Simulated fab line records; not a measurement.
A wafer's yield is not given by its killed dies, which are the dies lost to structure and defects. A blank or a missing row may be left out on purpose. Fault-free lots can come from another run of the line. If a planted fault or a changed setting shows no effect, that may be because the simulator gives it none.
A lot that was struck, set against a sound lot / flow sky130 / 15 steps out of a route of 708
Sound: these wafers, L101.1, L101.4, L101.5. Struck: wafer L105.3 (left out: L105.1, L105.5 of the same lot, which were not struck); the cause appears at the end.
Per side, at each step with rows, come the tool, then ch with its chambers, and then its first start. Under that, the readings that differ: sound wafers / struck wafers / difference of the means / sigmas: that difference in standard deviations of wafers without a fault.
alike: readings whose means differ by less than 2 such deviations, and words and numbers that are the same on both sides. not compared: withheld readings, readings that some wafer has no value for, bounds like >300 that may hide the same value, and numbers for which the record gives no deviation and whose values overlap.
Wherever a step has rows on one side only, a row that says differs or no value, or a row with sigmas, the two part there. Numbers that have no deviation but don't overlap get no sigmas and don't part them. A reading that every wafer of one side lacks parts them only if that side has two wafers or more.

SKY_VT_ADJUST_LVTN_STRIP_20: strips in O2/N2.
  sound on plasma asher-01 ch 0,1, day 9 15:37; struck on plasma asher-03 ch 1, day 10 15:48
  alike: drypump motor current A, o2 flow sccm, oes product au, strip time to endpoint s
  not compared: rf hours counter h
SKY_VT_ADJUST_LVTN_TW_MEAS_21:
  sound on film metro-01, day 9 15:43; struck on film metro-02, day 10 15:54
reading=VT_ADJUST_LVTN_2_TW; sound=189.5 191.8 190.8; struck=187.2; difference=-3.5; sigmas=-3
then, 7 steps without rows for these wafers: SKY_VT_ADJUST_NCORE_DEHYDRATE_00 (time 60 s); SKY_VT_ADJUST_NCORE_HMDS_01 (prime time 60 s); SKY_VT_ADJUST_NCORE_COAT_02 (resist thk 1140 nm); SKY_VT_ADJUST_NCORE_SOFTBAKE_03 (time 60 s); SKY_VT_ADJUST_NCORE_EXPOSE_04 (exposes mask LVTN COMPLEMENT THIN, target cd 380 nm); SKY_VT_ADJUST_NCORE_PEB_05; SKY_VT_ADJUST_NCORE_DEVELOP_06 (develop time 61.49 s).
SKY_VT_ADJUST_NCORE_CD_MEAS_07: target cd 380 nm.
  sound on cd sem-02, day 10 13:46; struck on cd sem-01, day 11 14:44
  alike: cd nm
SKY_VT_ADJUST_NCORE_OVL_MEAS_08:
  sound on overlay-01, day 10 13:53; struck on overlay-01, day 11 14:51
  alike: VT_ADJUST_NCORE_OVL
then, 1 step without rows for these wafers: SKY_VT_ADJUST_NCORE_IMPLANT_09.
SKY_VT_ADJUST_NCORE_STRIP_10: strips in O2/N2.
  sound on plasma asher-01 ch 0,1, day 10 14:04; struck on plasma asher-01 ch 1, day 11 15:02
reading=o2 flow sccm (sccm); sound=2999 2998 2997; struck=2399; difference=-599; sigmas=-71
reading=strip time to endpoint s (s); sound=14.24 14.23 14.22; struck=14.49; difference=+0.26; sigmas=+6
  alike: drypump motor current A, oes product au
  not compared: rf hours counter h
SKY_VT_ADJUST_NCORE_TW_MEAS_11:
  sound on film metro-01, day 10 14:10; struck on film metro-03, day 11 15:08
  alike: VT_ADJUST_NCORE_TW
-- a jump in the record: the struck wafers' starts before and after are 37 days apart (it breaks off in module VT_ADJUST_NCORE and resumes in module PAD_OPEN, where the first step shown is number 708 of the route) --
SKY_PAD_OPEN_PROBE_99:
  sound on prober-01, day 47 17:21; struck on prober-01, day 48 19:23
reading=killed_at_M0_to_M3; sound=58 53 47; struck=38; difference=-15; sigmas=-2
reading=killed dies; sound=115 97 94; struck=79; difference=-23; sigmas=-2
reading=killed short; sound=69 42 42; struck=35; difference=-16; sigmas=-2
  alike: killed_at_M4_up, killed at contacts, killed at front end, killed at other, killed open

## WHERE THEY PART
First at SKY_VT_ADJUST_LVTN_TW_MEAS_21; last, within this record, at SKY_PAD_OPEN_PROBE_99.

WHY: what had been put in by the simulator
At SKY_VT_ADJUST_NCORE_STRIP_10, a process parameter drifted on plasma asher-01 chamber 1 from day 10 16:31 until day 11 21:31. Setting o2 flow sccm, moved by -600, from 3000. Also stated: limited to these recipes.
